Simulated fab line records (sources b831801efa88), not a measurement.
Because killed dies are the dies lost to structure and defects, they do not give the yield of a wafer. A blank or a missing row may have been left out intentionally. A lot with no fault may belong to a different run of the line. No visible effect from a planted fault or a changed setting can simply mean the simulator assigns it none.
fab line records	flow sky130
record: lots: 12	wafers: 36	last-day: 50
route steps=708 shown METAL1@435 CAP2M@617 VIA4@651 PAD_OPEN@707
lots with no fault: from the same line, run without faults
start-h: hours from the record's opening day to when the first of the lot's shown wafers began	wait-h: hours since the lot's step before	" the same as in the row above	L1.1+2: one row covering several wafers at once	- value missing, or start not given	* or withheld: withheld	< > ~ a bound
route shown NAME@n: a module of which the file shows steps, and the number in the route of the first	usual: mean/standard deviation taken from wafers without a fault	same: alike in all rows	chamber/n: place in a boat	sites: the reading at each site	_std_site: the values' standard deviation	_edge_site: inner sites' mean taken away from outer sites' mean	radius-mm: for every site, how far away it sits from the centre of the wafer	mask NAME#n: copy n	behind: the last tool/chamber to shape the wafer	hold: why the lot went on hold/how many hours it stayed there/how the hold came to an end	device: transistor that didn't switch, given as n, p or np	end of line: tests run on the same wafers once the route is complete	a step with no rows: only its recipe	killed: the dies lost at the first sort to structure and to defects; this is not the yield of the wafer	map: the dies of a wafer, with x for killed, . for not killed, _ for no die there
set.NAME: the run value of the setting; set.NAME@STEP: its run value at that earlier step	model.NAME: the simulator's own value behind a step, which no gauge read
route steps across a sampled set of lots; one table per step, one row per wafer
services: from which hour (start-h, from the record's first day; less than 0 if before it) a tool's chamber was out of use, for how many hours, and why
== steps ==
step: SKY_METAL1_SPUTTER_01
recipe: material: TiN	target-thk-nm: 20	power-w: 6500	time-s: 16.7	chamber-pressure-pa: 0.4
usual: throttle-valve-pct: 30.5/0.97
lot.wafer	tool	chamber	start-h	wait-h	throttle-valve-pct
L190.2	pvd-sputter-02	-	729.92	0.0	32.2
L190.3	"	-	"	"	31.7
L190.4	"	-	"	"	31.1
L191.1	pvd-sputter-01	-	739.83	0.0	30.9
L191.3	"	-	"	"	30.4
L191.5	"	-	"	"	30.7
L194.2	pvd-sputter-04	-	766.77	0.0	30.5
L194.3	"	-	"	"	29.4
L194.5	"	-	"	"	30.8
L198.4	pvd-sputter-02	-	797.99	0.0	30.9
L198.5	"	-	"	"	28.9
L198.6	"	-	"	"	31.7
L199.1	pvd-sputter-02	-	806.97	0.0	28.9
L199.2	"	-	"	"	31.7
L199.4	"	-	"	"	31.7
L200.2	pvd-sputter-01	-	814.08	0.0	28.8
L200.5	"	-	"	"	31.2
L200.6	"	-	"	"	30.2
L203.4	pvd-sputter-02	-	844.87	0.0	29.1
L203.5	"	-	"	"	28.7
L203.6	"	-	"	"	31.2
L205.1	pvd-sputter-02	-	849.22	0.0	31.7
L205.3	"	-	"	"	31.9
L205.6	"	-	"	"	29.6
L204.3	pvd-sputter-02	-	851.48	0.0	30.8
L204.5	"	-	"	"	31.7
L204.6	"	-	"	"	29.2
L207.1	pvd-sputter-02	-	869.25	0.0	32.0
L207.2	"	-	"	"	29.1
L207.5	"	-	"	"	31.7
L206.2	pvd-sputter-04	-	872.91	0.0	30.4
L206.3	"	-	"	"	30.6
L206.5	"	-	"	"	29.5
L212.2	pvd-sputter-01	-	898.38	0.0	30.9
L212.4	"	-	"	"	28.9
L212.6	"	-	"	"	30.5
step: SKY_CAP2M_STRIP_14
recipe: chemistry: O2/N2	power-w: 1400	pressure-mtorr: 1500	platen-temp-c: withheld	o2-flow-sccm: 3000	n2-flow-sccm: 300	overash-fraction: 0.5
usual: drypump-motor-current-A: 6.02/0.22	oes-product-au: 0.710/0.0045	strip-time-to-endpoint-s: 12.65/0.045
lot.wafer	tool	chamber	start-h	wait-h	drypump-motor-current-A	oes-product-au	rf-hours-counter-h	strip-time-to-endpoint-s
L190.2	plasma-asher-03	0	950.88	0.1	6.19	0.705	114	12.62
L190.3	"	0	"	"	6.24	0.707	-	12.62
L190.4	"	1	"	"	6.29	0.708	-	12.63
L191.1	plasma-asher-04	0	960.03	0.1	5.73	0.713	54	12.66
L191.3	"	1	"	"	5.90	0.716	-	12.64
L191.5	"	0	"	"	5.76	0.710	-	12.62
L194.2	plasma-asher-04	0	982.94	0.1	5.78	0.716	56	12.66
L194.3	"	1	"	"	5.90	0.712	-	12.67
L194.5	"	1	"	"	5.88	0.712	-	12.69
L198.4	plasma-asher-01	0	1009.52	0.1	6.04	0.712	-	12.60
L198.5	"	1	"	"	6.36	0.705	-	12.62
L198.6	"	0	"	"	6.04	0.714	-	12.63
L199.1	plasma-asher-04	1	1018.19	0.1	5.89	0.705	59	12.60
L199.2	"	0	"	"	5.76	0.702	59	12.59
L199.4	"	0	"	"	5.73	0.711	-	12.56
L200.2	plasma-asher-04	0	1022.98	0.1	5.78	0.709	60	12.68
L200.5	"	0	"	"	5.77	0.710	-	12.69
L200.6	"	1	"	"	5.87	0.707	-	12.70
L203.4	plasma-asher-03	0	1052.91	0.1	6.17	0.710	-	12.65
L203.5	"	1	"	"	6.27	0.715	-	12.64
L203.6	"	0	"	"	6.15	0.708	-	12.66
L205.1	plasma-asher-04	1	1055.23	0.1	5.85	0.699	63	12.64
L205.3	"	1	"	"	5.89	0.705	-	12.61
L205.6	"	0	"	"	5.77	0.710	-	12.58
L204.3	plasma-asher-04	1	1057.92	0.1	5.88	0.702	-	12.71
L204.5	"	1	"	"	5.86	0.714	-	12.77
L204.6	"	0	"	"	5.75	0.707	-	12.70
L207.1	plasma-asher-03	0	1069.89	0.1	6.19	0.711	0	12.73
L207.2	"	1	"	"	6.27	0.704	0	12.75
L207.5	"	0	"	"	6.19	0.718	-	12.75
L206.2	plasma-asher-04	1	1074.54	0.1	5.92	0.712	66	12.68
L206.3	"	0	"	"	5.76	0.719	-	12.67
L206.5	"	1	"	"	5.87	0.712	-	12.69
L212.2	plasma-asher-03	0	1093.89	0.1	6.17	0.710	3	12.59
L212.4	"	0	"	"	6.19	0.707	-	12.62
L212.6	"	1	"	"	6.31	0.708	-	12.67
step: SKY_VIA4_ETCH_12
recipe: target: SiO2	chemistry: C4F8/O2/Ar	stop-on: TiN	mask-material: NOVOLAK	source-w: 1500	bias-w: 1200	pressure-mtorr: 40	c4f8-flow-sccm: withheld	O2_flow_sccm: 6	Ar_flow_sccm: 300	time-s: withheld	target-depth-a: 5800
usual: oes-product-au: 0.936/0.0051
lot.wafer	tool	chamber	start-h	wait-h	oes-product-au
L190.2	rie-diel-03	0	1001.11	0.0	0.931
L190.3	"	3	"	"	0.931
L190.4	"	3	"	"	0.945
L191.1	rie-diel-01	2	1008.96	0.0	0.939
L191.3	"	0	"	"	0.930
L191.5	"	2	"	"	0.933
L194.2	rie-diel-01	3	1031.06	0.0	0.942
L194.3	"	0	"	"	0.934
L194.5	"	3	"	"	0.934
L198.4	rie-diel-01	1	1057.16	0.0	0.942
L198.5	"	1	"	"	0.939
L198.6	"	0	"	"	0.938
L199.1	rie-diel-01	2	1064.66	0.0	0.934
L199.2	"	0	"	"	0.937
L199.4	"	3	"	"	0.942
L200.2	rie-diel-02	1	1069.51	0.0	0.934
L200.5	"	2	"	"	0.940
L200.6	"	1	"	"	0.933
L203.4	rie-diel-03	3	1096.96	0.0	0.930
L203.5	"	3	"	"	0.943
L203.6	"	2	"	"	0.925
L205.1	rie-diel-02	1	1098.41	0.0	0.934
L205.3	"	0	"	"	0.934
L205.6	"	3	"	"	0.940
L204.3	rie-diel-02	0	1101.96	0.0	0.936
L204.5	"	2	"	"	0.940
L204.6	"	1	"	"	0.937
L207.1	rie-diel-03	3	1112.81	0.0	0.936
L207.2	"	0	"	"	0.935
L207.5	"	1	"	"	0.936
L206.2	rie-diel-01	3	1117.26	0.0	0.937
L206.3	"	1	"	"	0.936
L206.5	"	2	"	"	0.942
L212.2	rie-diel-02	2	1135.16	0.0	0.930
L212.4	"	0	"	"	0.943
L212.6	"	2	"	"	0.929
step: SKY_PAD_OPEN_BOW_MEAS_13
recipe: mode: bow
usual: PAD_OPEN_BOW: 49/8.9
lot.wafer	tool	chamber	start-h	wait-h	PAD_OPEN_BOW[um]
L190.2	film-metro-02	-	1072.34	-	50
L190.3	"	-	"	"	66
L190.4	"	-	"	"	52
L191.1	film-metro-04	-	1080.17	-	57
L191.3	"	-	"	"	49
L191.5	"	-	"	"	46
L194.2	film-metro-02	-	1100.30	-	43
L194.3	"	-	"	"	54
L194.5	"	-	"	"	60
L198.4	film-metro-04	-	1124.21	-	51
L198.5	"	-	"	"	57
L198.6	"	-	"	"	57
L199.1	film-metro-01	-	1129.70	-	50
L199.2	"	-	"	"	64
L199.4	"	-	"	"	56
L200.2	film-metro-04	-	1134.44	-	44
L200.5	"	-	"	"	33
L200.6	"	-	"	"	41
L203.4	film-metro-04	-	1159.74	-	56
L203.5	"	-	"	"	57
L203.6	"	-	"	"	53
L205.1	film-metro-02	-	1159.77	-	40
L205.3	"	-	"	"	56
L205.6	"	-	"	"	47
L204.3	film-metro-04	-	1163.93	-	53
L204.5	"	-	"	"	46
L204.6	"	-	"	"	49
L207.1	film-metro-01	-	1172.33	-	42
L207.2	"	-	"	"	35
L207.5	"	-	"	"	55
L206.2	film-metro-04	-	1177.59	-	52
L206.3	"	-	"	"	57
L206.5	"	-	"	"	49
L212.2	film-metro-01	-	1191.52	-	43
L212.4	"	-	"	"	37
L212.6	"	-	"	"	31
step: SKY_PAD_OPEN_PROBE_99
usual: defect-limited-yield: 82.7/1.7	killed_at_M0_to_M3: 44/7.1	killed_at_M4_up: 3.3/1.8	killed-at-contacts: 23/5.5	killed-at-front-end: 15/4.5	killed-at-other: 0.2/0.48	killed-dies: 85/8.4	killed-open: 46/6.6	killed-short: 39/6.1	sort_bin_3_pad_short: 0.9/0.36	sort_bin_5_function: 10.3/1.4	sort_bin_6_memory: 6.2/1	sort-n-pass: 407/8.4	sort-yield-pct: 82.7/1.7
same: gross-dies: 492	killed-at-back-side: 0	sort_bin_4_leakage[%]: 0	sort_bin_8_speed[%]: 0
lot.wafer	tool	chamber	start-h	wait-h	defect-limited-yield[%]	killed_at_M0_to_M3	killed_at_M4_up	killed-at-contacts	killed-at-front-end	killed-at-other	killed-dies	killed-open	killed-short	sort_bin_3_pad_short[%]	sort_bin_5_function[%]	sort_bin_6_memory[%]	sort-n-pass	sort-yield-pct[%]
L191.1	prober-02	-	1080.29	0.1	81.3	42	3	22	25	0	92	56	36	0.8	11.4	6.5	400	81.3
L191.3	prober-02	-	1080.39	0.2	85.0	41	2	20	11	0	74	39	35	0.4	8.3	6.3	418	85.0
L191.5	prober-02	-	1080.49	0.2	83.7	44	1	22	13	0	80	35	45	0.6	9.6	6.1	412	83.7
L199.1	prober-02	-	1129.82	0.1	80.9	37	4	37	15	1	94	56	37	1.2	9.6	8.3	398	80.9
L199.2	prober-02	-	1129.87	0.1	83.9	42	3	22	12	0	79	42	37	0.6	10.2	5.3	413	83.9
L199.4	prober-02	-	1129.97	0.2	79.9	45	3	35	16	0	99	54	45	0.6	12.2	7.3	393	79.9
L203.4	prober-02	-	1159.95	0.2	81.5	44	2	30	15	0	91	48	43	1.0	12.0	5.5	401	81.5
L203.5	prober-02	-	1160.00	0.2	83.1	37	4	25	17	0	83	41	40	0.6	10.4	5.9	409	83.1
L203.6	prober-02	-	1160.05	0.2	82.9	48	5	14	16	1	84	37	46	0.6	10.4	6.1	408	82.9
L204.3	prober-02	-	1164.11	0.2	80.9	56	6	22	9	1	94	50	42	0.6	11.8	6.7	398	80.9
L204.5	prober-02	-	1164.21	0.2	83.5	39	2	26	14	0	81	42	39	2.0	7.3	7.1	411	83.5
L204.6	prober-02	-	1164.26	0.2	73.0	92	2	31	8	0	133	38	35	3.0	16.1	7.9	359	73.0
L207.1	prober-02	-	1172.45	0.1	82.1	51	3	24	10	0	88	42	46	0.4	12.0	5.5	404	82.1
L207.2	prober-02	-	1172.50	0.1	70.5	94	3	30	18	0	145	54	34	2.4	19.7	7.3	347	70.5
L207.5	prober-02	-	1172.65	0.2	83.1	41	1	29	12	0	83	41	42	1.0	10.0	5.9	409	83.1
killed by level:class
L191.1 CONTACT:geometric-particle:open=12 VIA3:geometric-particle:open=9 VIA1:geometric-particle:open=8 VIA2:geometric-particle:open=7 FIELD_ISO:geometric-particle:open=6 POLY_GATE:geometric-particle:open=6 FIELD_ISO:geometric-particle:short=5 LI_CONTACT:geometric-particle:open=5
L191.3 CONTACT:geometric-particle:open=9 VIA3:geometric-particle:open=8 VIA1:geometric-particle:open=8 CONTACT:geometric-particle:short=6 VIA2:geometric-particle:open=6 METAL1:geometric-particle:short=4 VIA1:geometric-particle:short=4 METAL2:geometric-particle:short=4
L191.5 CONTACT:geometric-particle:short=10 METAL2:geometric-particle:short=7 VIA3:geometric-particle:open=7 VIA2:geometric-particle:open=6 FIELD_ISO:geometric-particle:short=5 FIELD_ISO:geometric-particle:open=5 VIA1:geometric-particle:open=5 CONTACT:geometric-particle:open=4
L199.1 CONTACT:geometric-particle:open=15 VIA1:geometric-particle:open=11 CONTACT:geometric-particle:short=10 VIA2:geometric-particle:open=9 FIELD_ISO:geometric-particle:open=6 LI_CONTACT:geometric-particle:open=4 FIELD_ISO:geometric-particle:short=3 LI_CONTACT:geometric-particle:short=3
L199.2 CONTACT:geometric-particle:open=11 VIA3:geometric-particle:open=8 VIA1:geometric-particle:open=7 METAL1:geometric-particle:short=6 VIA1:geometric-particle:short=6 CONTACT:geometric-particle:short=5 VIA2:geometric-particle:open=4 POLY_GATE:geometric-particle:open=3
L199.4 CONTACT:geometric-particle:open=15 VIA1:geometric-particle:open=11 CONTACT:geometric-particle:short=8 VIA2:geometric-particle:open=7 METAL2:geometric-particle:short=6 LI_CONTACT:geometric-particle:open=6 METAL1:geometric-particle:short=6 VIA3:geometric-particle:open=5
L203.4 CONTACT:geometric-particle:open=11 CONTACT:geometric-particle:short=10 VIA1:geometric-particle:open=10 VIA3:geometric-particle:open=7 VIA2:geometric-particle:open=6 LI_CONTACT:geometric-particle:open=5 FIELD_ISO:geometric-particle:short=4 FIELD_ISO:geometric-particle:open=4
L203.5 CONTACT:geometric-particle:open=9 LI_CONTACT:geometric-particle:open=8 VIA1:geometric-particle:short=7 FIELD_ISO:geometric-particle:open=6 VIA2:geometric-particle:open=6 METAL1:geometric-particle:short=5 METAL2:geometric-particle:short=5 FIELD_ISO:geometric-particle:short=4
L203.6 VIA1:geometric-particle:open=9 VIA2:geometric-particle:open=8 METAL1:geometric-particle:short=7 VIA1:geometric-particle:short=5 POLY_GATE:geometric-particle:open=4 POLY_GATE:geometric-particle:short=4 LI_CONTACT:geometric-particle:open=4 METAL2:geometric-particle:short=4
L204.3 VIA1:geometric-particle:open=11 VIA2:geometric-particle:open=10 METAL2:geometric-particle:short=8 LI_CONTACT:geometric-particle:open=8 VIA1:geometric-particle:short=7 CONTACT:geometric-particle:open=6 METAL3:geometric-particle:short=6 VIA3:geometric-particle:open=5
L204.5 LI_CONTACT:geometric-particle:open=10 VIA3:geometric-particle:open=9 FIELD_ISO:geometric-particle:open=5 LI_CONTACT:geometric-particle:short=5 VIA2:geometric-particle:open=5 VIA3:geometric-particle:short=5 FIELD_ISO:geometric-particle:short=4 LOCAL_INTERCONNECT:geometric-particle:short=4
L204.6 METAL1:unspecified=59 CONTACT:geometric-particle:open=15 METAL1:geometric-particle:short=8 LI_CONTACT:geometric-particle:open=7 VIA1:geometric-particle:open=6 VIA2:geometric-particle:open=5 VIA2:geometric-particle:short=4 POLY_GATE:geometric-particle:short=3
L207.1 VIA3:geometric-particle:open=8 VIA2:geometric-particle:open=8 CONTACT:geometric-particle:open=7 METAL2:geometric-particle:short=7 VIA1:geometric-particle:open=6 LI_CONTACT:geometric-particle:open=6 CONTACT:geometric-particle:short=6 VIA1:geometric-particle:short=5
L207.2 METAL1:unspecified=57 LI_CONTACT:geometric-particle:open=10 POLY_GATE:geometric-particle:open=8 CONTACT:geometric-particle:open=8 LOCAL_INTERCONNECT:geometric-particle:short=7 VIA3:geometric-particle:open=7 FIELD_ISO:geometric-particle:open=6 VIA1:geometric-particle:short=6
L207.5 CONTACT:geometric-particle:open=11 LI_CONTACT:geometric-particle:open=6 METAL1:geometric-particle:short=6 CONTACT:geometric-particle:short=6 VIA1:geometric-particle:open=6 VIA1:geometric-particle:short=6 FIELD_ISO:geometric-particle:short=5 METAL2:geometric-particle:short=4
== services ==
tool	chamber	start-h	hours	kind
plasma-asher-03	-	708.50	4.7	repair
rie-diel-01	0	713.08	6.0	repair
rie-diel-02	-	715.22	0.5	repair
rie-diel-01	0	731.31	1.6	repair
rie-diel-02	-	746.85	0.5	repair
pvd-sputter-02	-	836.35	0.5	repair
rie-diel-02	1	840.59	7.9	repair
rie-diel-02	-	851.02	0.4	repair
rie-diel-02	0	872.02	3.6	repair
rie-diel-02	-	888.20	2.8	pm
rie-diel-02	0	907.03	9.8	repair
plasma-asher-04	-	923.47	1.6	repair
rie-diel-01	-	940.60	1.5	repair
rie-diel-01	0	947.21	17.0	repair
plasma-asher-03	-	971.90	2.5	repair
rie-diel-01	-	996.98	0.1	repair
rie-diel-01	-	1011.70	2.8	pm
rie-diel-01	-	1014.95	4.3	pm
plasma-asher-04	-	1030.71	1.9	repair
plasma-asher-04	-	1042.08	2.2	repair
rie-diel-01	2	1046.15	7.0	repair
rie-diel-01	1	1087.20	1.5	repair
pvd-sputter-02	-	1090.04	1.3	repair
plasma-asher-04	-	1103.84	2.8	pm
== key ==
first-sign: step: SKY_PAD_OPEN_PROBE_99	reading: killed_at_M0_to_M3	direction: up	sigmas: 6.9	usual: 44	struck: 93
effect: step: SKY_PAD_OPEN_PROBE_99	reading: defect-limited-yield	direction: down	sigmas: 6.4	usual: 82.7	struck: 71.7
met-at SKY_METAL1_SPUTTER_01
struck-lots L204,L207
struck-wafers L204.6,L207.2
not-acting-at SKY_CAP2M_STRIP_14,SKY_VIA4_ETCH_12,SKY_PAD_OPEN_BOW_MEAS_13
onset-between 849.22 851.48
fault: kind: chamber-particle-source	tool: pvd-sputter-02	chamber: -	onset-h: 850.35	steps: SKY_METAL1_SPUTTER_01	rate-per-visit-cm2: 0.99968	end-h: 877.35	scope: struck-wafers-only
